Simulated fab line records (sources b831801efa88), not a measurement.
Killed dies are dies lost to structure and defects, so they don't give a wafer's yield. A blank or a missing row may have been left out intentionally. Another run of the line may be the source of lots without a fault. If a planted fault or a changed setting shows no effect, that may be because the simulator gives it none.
A lot that was struck, set against a sound lot :: flow sky130 :: 19 out of 708 route steps
Sound: these wafers, L752.1, L752.4, L752.6. The struck wafers were L744.1, L744.4, L744.6. The cause is named last.
Order at every step that has rows: each side's tool, ch and its chambers, its first start. Under that, the readings that differ: sound wafers :: struck wafers :: difference of the means :: sigmas: that difference in standard deviations of wafers without a fault.
alike: readings with means less than 2 such deviations apart, plus words and numbers identical on both sides. not compared: withheld readings, readings lacking a value on some wafer, bounds such as >300 that could conceal the same value, and numbers that have no deviation in the record and whose values overlap.
Wherever a step has rows on one side only, a row that says differs or no value, or a row with sigmas, the two part there. Non-overlapping numbers with no deviation appear without sigmas and do not part them. Lack of a reading on every wafer of one side parts them only where that side has two or more wafers.

first, 3 steps without rows for these wafers: SKY_SD_P_EXPOSE_04 (exposes mask PSDM, target cd 380 nm); SKY_SD_P_PEB_05; SKY_SD_P_DEVELOP_06 (develop time 60 s).
SKY_SD_P_CD_MEAS_07: target cd 380 nm.
  sound: cd_sem-02 at day 29 21:40; struck: cd_sem-02 at day 28 01:46
  alike: cd_nm
SKY_SD_P_OVL_MEAS_08:
  sound: overlay-02 at day 29 21:47; struck: overlay-02 at day 28 01:53
  alike: SD_P_OVL
then, 1 step without rows for these wafers: SKY_SD_P_IMPLANT_09.
SKY_SD_P_STRIP_10: strips in O2/N2.
  sound on plasma_asher-02 ch 1, day 29 21:58; struck on plasma_asher-02 ch 0, day 28 02:05
  alike: chamber_pressure_mTorr, drypump_motor_current_A, oes_product_au, strip_time_to_endpoint_s
  not compared: rf_hours_counter_h
SKY_SD_P_TW_MEAS_11:
  sound: film_metro-02 at day 29 22:04; struck: film_metro-03 at day 28 02:11
  alike: SD_P_TW
then, 4 steps without rows for these wafers: SKY_RES_XHIGH_DEHYDRATE_00 (time 60 s); SKY_RES_XHIGH_HMDS_01 (prime time 60 s); SKY_RES_XHIGH_COAT_02 (resist thk 1140 nm); SKY_RES_XHIGH_SOFTBAKE_03 (time 60 s).
SKY_RES_XHIGH_EXPOSE_04: exposes mask URPM, target cd 1270 nm.
  sound on iline_stepper-02 ch 0, day 30 11:57; struck on iline_stepper-01, day 28 16:37
  no value came back on the struck wafers for exposure_dose_mJ_cm2, focus_offset_nm (nm); on the sound wafers exposure_dose_mJ_cm2 reads 139.88 140.08 140.20
  alike: mask
then, 3 steps without rows for these wafers: SKY_RES_XHIGH_PEB_05; SKY_RES_XHIGH_DEVELOP_06 (develop time 60 s); SKY_RES_XHIGH_IMPLANT_07.
SKY_RES_XHIGH_STRIP_08: strips in O2/N2.
  sound on plasma_asher-04 ch 0,1, day 31 02:13; struck on plasma_asher-04 ch 0,1, day 29 06:27
  alike: chamber_pressure_mTorr, drypump_motor_current_A, oes_product_au, strip_time_to_endpoint_s
  not compared: rf_hours_counter_h
SKY_RES_XHIGH_TW_MEAS_09:
  sound: film_metro-02 at day 31 02:19; struck: film_metro-03 at day 29 06:33
reading: RES_XHIGH_TW
sound: 1641 1642 1642
struck: 30 31 30
difference: -1611
sigmas: -99 or more
then, 1 step without rows for these wafers: SKY_SD_N_DEHYDRATE_00 (time 60 s).

## WHERE THEY PART
At SKY_RES_XHIGH_EXPOSE_04 first; at SKY_RES_XHIGH_TW_MEAS_09 last (within this record only).

WHY: what had been put in by the simulator
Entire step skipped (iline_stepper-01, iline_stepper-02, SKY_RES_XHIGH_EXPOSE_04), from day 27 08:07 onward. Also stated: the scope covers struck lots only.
